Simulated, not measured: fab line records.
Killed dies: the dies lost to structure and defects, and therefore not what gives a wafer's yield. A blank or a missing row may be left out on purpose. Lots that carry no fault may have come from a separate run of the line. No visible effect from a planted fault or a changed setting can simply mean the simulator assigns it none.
The tool behind it: which one? :: flow sky130 :: 13 lots with 39 wafers sampled at 4 steps, on a route of 708 steps

WHAT EACH GAUGE READ, for each wafer
SKY_VT_ADJUST_LVTN_OVL_MEAS_07. Usual: VT_ADJUST_LVTN_OVL 0.2 nm, standard deviation 1.3.
lot: L404
measured: day 7 06:32
on: overlay-02
VT_ADJUST_LVTN_OVL (nm): -0.9 -1.9 -0.2
flag: 

lot: L405
measured: day 7 08:44
on: overlay-01
VT_ADJUST_LVTN_OVL (nm): 0.2 -1.4 -1.7
flag: 

lot: L406
measured: day 7 12:51
on: overlay-02
VT_ADJUST_LVTN_OVL (nm): 1.3 1.1 2.6
flag: 

lot: L407
measured: day 8 00:47
on: overlay-01
VT_ADJUST_LVTN_OVL (nm): -0.2 1.3 -0.2
flag: 

lot: L408
measured: day 8 04:35
on: overlay-02
VT_ADJUST_LVTN_OVL (nm): 0.1 -0.4 -0.3
flag: 

lot: L414
measured: day 9 20:35
on: overlay-02
VT_ADJUST_LVTN_OVL (nm): 0.8 0.3 2.1
flag: 

lot: L415
measured: day 10 04:31
on: overlay-01
VT_ADJUST_LVTN_OVL (nm): 0.5 -0.6 1.5
flag: 

lot: L416
measured: day 10 11:43
on: overlay-02
VT_ADJUST_LVTN_OVL (nm): 0.1 -1.6 -1.8
flag: 

lot: L419
measured: day 11 05:29
on: overlay-02
VT_ADJUST_LVTN_OVL (nm): 1.1 -0.1 0.4
flag: 

lot: L421
measured: day 11 23:50
on: overlay-02
VT_ADJUST_LVTN_OVL (nm): 0.0 0.7 -1.4
flag: 

lot: L422
measured: day 12 02:31
on: overlay-02
VT_ADJUST_LVTN_OVL (nm): -0.7 0.8 1.1
flag: 

lot: L425
measured: day 13 01:35
on: overlay-02
VT_ADJUST_LVTN_OVL (nm): 0.5 -0.1 -2.0
flag: 

lot: L426
measured: day 13 05:52
on: overlay-02
VT_ADJUST_LVTN_OVL (nm): -0.3 1.5 0.5
flag: 

SKY_VT_ADJUST_LVTN_TW_MEAS_21. Usual: VT_ADJUST_LVTN_2_TW 188.1, standard deviation 1.4.
lot: L404
measured: day 8 02:41
on: filmMetro-02
VT_ADJUST_LVTN_2_TW: 186.6 187.5 187.3
flag: 

lot: L405
measured: day 8 05:23
on: filmMetro-01
VT_ADJUST_LVTN_2_TW: 188.5 190.1 189.1
flag: 

lot: L406
measured: day 8 09:00
on: filmMetro-02
VT_ADJUST_LVTN_2_TW: 188.0 187.6 187.7
flag: 

lot: L407
measured: day 8 21:19
on: filmMetro-01
VT_ADJUST_LVTN_2_TW: 188.8 190.1 189.0
flag: 

lot: L408
measured: day 9 01:14
on: filmMetro-01
VT_ADJUST_LVTN_2_TW: 187.5 189.3 188.1
flag: 

lot: L414
measured: day 10 19:37
on: filmMetro-04
VT_ADJUST_LVTN_2_TW: 187.0 186.7 187.5
flag: 

lot: L415
measured: day 11 03:01
on: filmMetro-04
VT_ADJUST_LVTN_2_TW: 187.7 187.8 187.7
flag: 

lot: L416
measured: day 11 10:28
on: filmMetro-01
VT_ADJUST_LVTN_2_TW: 189.7 190.0 189.7
flag: 

lot: L419
measured: day 12 04:55
on: filmMetro-04
VT_ADJUST_LVTN_2_TW: 187.6 187.6 186.9
flag: 

lot: L421
measured: day 13 00:03
on: filmMetro-04
VT_ADJUST_LVTN_2_TW: 185.9 186.5 185.5
flag: 

lot: L422
measured: day 13 04:01
on: filmMetro-02
VT_ADJUST_LVTN_2_TW: 187.1 187.6 187.4
flag: 

lot: L425
measured: day 14 03:43
on: filmMetro-04
VT_ADJUST_LVTN_2_TW: 188.7 188.4 189.0
flag: 

lot: L426
measured: day 14 08:10
on: filmMetro-01
VT_ADJUST_LVTN_2_TW: 191.5 190.7 190.6
flag: 

WHAT TOOL EACH LOT RAN ON (gives the tool, then ch and the chambers of the sampled wafers, and finally the start)
lot: L404
SKY_PWDE_STRIP_09: plasmaAsher-03 ch 0,1, day 4 03:41
SKY_VT_ADJUST_HVTP_STRIP_10: plasmaAsher-02 ch 0,1, day 6 11:14

lot: L405
SKY_PWDE_STRIP_09: plasmaAsher-01 ch 1, day 4 04:52
SKY_VT_ADJUST_HVTP_STRIP_10: plasmaAsher-02 ch 0, day 6 13:14

lot: L406
SKY_PWDE_STRIP_09: plasmaAsher-01 ch 0,1, day 4 09:52
SKY_VT_ADJUST_HVTP_STRIP_10: plasmaAsher-01 ch 0,1, day 6 17:16

lot: L407
SKY_PWDE_STRIP_09: plasmaAsher-04 ch 0,1, day 4 20:18
SKY_VT_ADJUST_HVTP_STRIP_10: plasmaAsher-02 ch 0,1, day 7 05:08

lot: L408
SKY_PWDE_STRIP_09: plasmaAsher-01 ch 0,1, day 4 23:10
SKY_VT_ADJUST_HVTP_STRIP_10: plasmaAsher-02 ch 0,1, day 7 08:34

lot: L414
SKY_PWDE_STRIP_09: plasmaAsher-01 ch 0,1, day 6 09:50
SKY_VT_ADJUST_HVTP_STRIP_10: plasmaAsher-02 ch 0,1, day 8 23:14

lot: L415
SKY_PWDE_STRIP_09: plasmaAsher-04 ch 0,1, day 6 15:52
SKY_VT_ADJUST_HVTP_STRIP_10: plasmaAsher-02 ch 0,1, day 9 06:07

lot: L416
SKY_PWDE_STRIP_09: plasmaAsher-04 ch 0,1, day 6 21:53
SKY_VT_ADJUST_HVTP_STRIP_10: plasmaAsher-02 ch 0,1, day 9 12:23

lot: L419
SKY_PWDE_STRIP_09: plasmaAsher-01 ch 0,1, day 7 14:19
SKY_VT_ADJUST_HVTP_STRIP_10: plasmaAsher-03 ch 0,1, day 10 07:01

lot: L421
SKY_PWDE_STRIP_09: plasmaAsher-01 ch 0, day 8 04:58
SKY_VT_ADJUST_HVTP_STRIP_10: plasmaAsher-01 ch 0, day 11 00:17

lot: L422
SKY_PWDE_STRIP_09: plasmaAsher-03 ch 0,1, day 8 07:31
SKY_VT_ADJUST_HVTP_STRIP_10: plasmaAsher-01 ch 0,1, day 11 03:31

lot: L425
SKY_PWDE_STRIP_09: plasmaAsher-04 ch 0,1, day 9 02:59
SKY_VT_ADJUST_HVTP_STRIP_10: plasmaAsher-02 ch 0,1, day 12 01:07

lot: L426
SKY_PWDE_STRIP_09: plasmaAsher-04 ch 0,1, day 9 07:43
SKY_VT_ADJUST_HVTP_STRIP_10: plasmaAsher-02 ch 0,1, day 12 05:08
- SKY_PWDE_STRIP_09: strips in O2/N2.
- SKY_VT_ADJUST_HVTP_STRIP_10: strips in O2/N2.

AS READ BY THE TOOLS THEMSELVES (means over the sampled wafers that have a number; for cases with no such wafer, the mark the record gives instead)
SKY_PWDE_STRIP_09. Usual: chamberPressureMTorr 1500.2 mTorr, standard deviation 2; drypumpMotorCurrentA 5.8 A, standard deviation 0.34; oesProductAu 0.723 a.u., standard deviation 0.0047; stripTimeToEndpointS 36.43 s, standard deviation 0.097.
lot: L404
tool: plasmaAsher-03
chamberPressureMTorr (mTorr): 1499.9
drypumpMotorCurrentA (A): 5.7
oesProductAu (a.u.): 0.721
stripTimeToEndpointS (s): 36.55
flag: 

lot: L405
tool: plasmaAsher-01
chamberPressureMTorr (mTorr): 1501.9
drypumpMotorCurrentA (A): 6.2
oesProductAu (a.u.): 0.722
stripTimeToEndpointS (s): 36.44
flag: 

lot: L406
tool: plasmaAsher-01
chamberPressureMTorr (mTorr): 1498.9
drypumpMotorCurrentA (A): 5.7
oesProductAu (a.u.): 0.726
stripTimeToEndpointS (s): 36.39
flag: 

lot: L407
tool: plasmaAsher-04
chamberPressureMTorr (mTorr): 1500.9
drypumpMotorCurrentA (A): 5.8
oesProductAu (a.u.): 0.723
stripTimeToEndpointS (s): 36.42
flag: 

lot: L408
tool: plasmaAsher-01
chamberPressureMTorr (mTorr): 1499.8
drypumpMotorCurrentA (A): 6.0
oesProductAu (a.u.): 0.719
stripTimeToEndpointS (s): 36.51
flag: 

lot: L414
tool: plasmaAsher-01
chamberPressureMTorr (mTorr): 1499.0
drypumpMotorCurrentA (A): 6.0
oesProductAu (a.u.): 0.720
stripTimeToEndpointS (s): 36.27
flag: 

lot: L415
tool: plasmaAsher-04
chamberPressureMTorr (mTorr): 1501.3
drypumpMotorCurrentA (A): 6.0
oesProductAu (a.u.): 0.723
stripTimeToEndpointS (s): 36.48
flag: 

lot: L416
tool: plasmaAsher-04
chamberPressureMTorr (mTorr): 1498.3
drypumpMotorCurrentA (A): 6.0
oesProductAu (a.u.): 0.721
stripTimeToEndpointS (s): 36.40
flag: 

lot: L419
tool: plasmaAsher-01
chamberPressureMTorr (mTorr): 1499.2
drypumpMotorCurrentA (A): 6.0
oesProductAu (a.u.): 0.720
stripTimeToEndpointS (s): 36.38
flag: 

lot: L421
tool: plasmaAsher-01
chamberPressureMTorr (mTorr): 1499.1
drypumpMotorCurrentA (A): 5.4
oesProductAu (a.u.): 0.724
stripTimeToEndpointS (s): 36.35
flag: 

lot: L422
tool: plasmaAsher-03
chamberPressureMTorr (mTorr): 1500.1
drypumpMotorCurrentA (A): 5.7
oesProductAu (a.u.): 0.724
stripTimeToEndpointS (s): 36.49
flag: 

lot: L425
tool: plasmaAsher-04
chamberPressureMTorr (mTorr): 1499.4
drypumpMotorCurrentA (A): 5.9
oesProductAu (a.u.): 0.720
stripTimeToEndpointS (s): 36.42
flag: 

lot: L426
tool: plasmaAsher-04
chamberPressureMTorr (mTorr): 1502.3
drypumpMotorCurrentA (A): 5.8
oesProductAu (a.u.): 0.728
stripTimeToEndpointS (s): 36.55
flag: 

SKY_VT_ADJUST_HVTP_STRIP_10. Usual: chamberPressureMTorr 1499.9 mTorr, standard deviation 1.3; drypumpMotorCurrentA 5.49 A, standard deviation 0.28; oesProductAu 0.715 a.u., standard deviation 0.004; stripTimeToEndpointS 14.18 s, standard deviation 0.04.
lot: L404
tool: plasmaAsher-02
chamberPressureMTorr (mTorr): 1498.5
drypumpMotorCurrentA (A): 5.38
oesProductAu (a.u.): 0.711
stripTimeToEndpointS (s): 14.15
flag: 

lot: L405
tool: plasmaAsher-02
chamberPressureMTorr (mTorr): 1499.7
drypumpMotorCurrentA (A): 5.29
oesProductAu (a.u.): 0.712
stripTimeToEndpointS (s): 14.15
flag: 

lot: L406
tool: plasmaAsher-01
chamberPressureMTorr (mTorr): 1500.2
drypumpMotorCurrentA (A): 5.94
oesProductAu (a.u.): 0.715
stripTimeToEndpointS (s): 14.18
flag: 

lot: L407
tool: plasmaAsher-02
chamberPressureMTorr (mTorr): 1499.9
drypumpMotorCurrentA (A): 5.38
oesProductAu (a.u.): 0.715
stripTimeToEndpointS (s): 14.21
flag: 

lot: L408
tool: plasmaAsher-02
chamberPressureMTorr (mTorr): 1500.4
drypumpMotorCurrentA (A): 5.37
oesProductAu (a.u.): 0.717
stripTimeToEndpointS (s): 14.22
flag: 

lot: L414
tool: plasmaAsher-02
chamberPressureMTorr (mTorr): 1200.0
drypumpMotorCurrentA (A): 5.39
oesProductAu (a.u.): 0.679
stripTimeToEndpointS (s): 15.37
flag: OFF

lot: L415
tool: plasmaAsher-02
chamberPressureMTorr (mTorr): 1201.1
drypumpMotorCurrentA (A): 5.34
oesProductAu (a.u.): 0.677
stripTimeToEndpointS (s): 15.32
flag: OFF

lot: L416
tool: plasmaAsher-02
chamberPressureMTorr (mTorr): 1199.7
drypumpMotorCurrentA (A): 5.36
oesProductAu (a.u.): 0.683
stripTimeToEndpointS (s): 15.38
flag: OFF

lot: L419
tool: plasmaAsher-03
chamberPressureMTorr (mTorr): 1499.7
drypumpMotorCurrentA (A): 5.67
oesProductAu (a.u.): 0.715
stripTimeToEndpointS (s): 14.16
flag: 

lot: L421
tool: plasmaAsher-01
chamberPressureMTorr (mTorr): 1499.0
drypumpMotorCurrentA (A): 5.44
oesProductAu (a.u.): 0.715
stripTimeToEndpointS (s): 14.24
flag: 

lot: L422
tool: plasmaAsher-01
chamberPressureMTorr (mTorr): 1500.0
drypumpMotorCurrentA (A): 5.99
oesProductAu (a.u.): 0.714
stripTimeToEndpointS (s): 14.22
flag: 

lot: L425
tool: plasmaAsher-02
chamberPressureMTorr (mTorr): 1499.6
drypumpMotorCurrentA (A): 5.38
oesProductAu (a.u.): 0.714
stripTimeToEndpointS (s): 14.14
flag: 

lot: L426
tool: plasmaAsher-02
chamberPressureMTorr (mTorr): 1500.4
drypumpMotorCurrentA (A): 5.35
oesProductAu (a.u.): 0.717
stripTimeToEndpointS (s): 14.17
flag: 

THE ANSWER, worked out from the rows above alone
Rule: a lot counts as off when the mean over its wafers that have a number is more than 3 standard deviations away from the usual mean. Also off: a lot with no number at a reading for which 4 or more lots have one. Any other lot the step has rows for is counted as sound. The gauges are gone through in route order, then the tools' own readings, and for those a lot's mean is taken as printed above. The first step at which some lot is off is used, and at that step the reading that is off furthest; a lot without a number counts as furthest.
Off: L414, L415, L416 (SKY_VT_ADJUST_HVTP_STRIP_10, chamberPressureMTorr).
If a tool, at that step or one of the process steps before it, ran each lot that is off and ran no sound lot following the first of them, it fits. Not one of the candidates tried fits.

WHAT THE SIMULATOR HAD PUT IN
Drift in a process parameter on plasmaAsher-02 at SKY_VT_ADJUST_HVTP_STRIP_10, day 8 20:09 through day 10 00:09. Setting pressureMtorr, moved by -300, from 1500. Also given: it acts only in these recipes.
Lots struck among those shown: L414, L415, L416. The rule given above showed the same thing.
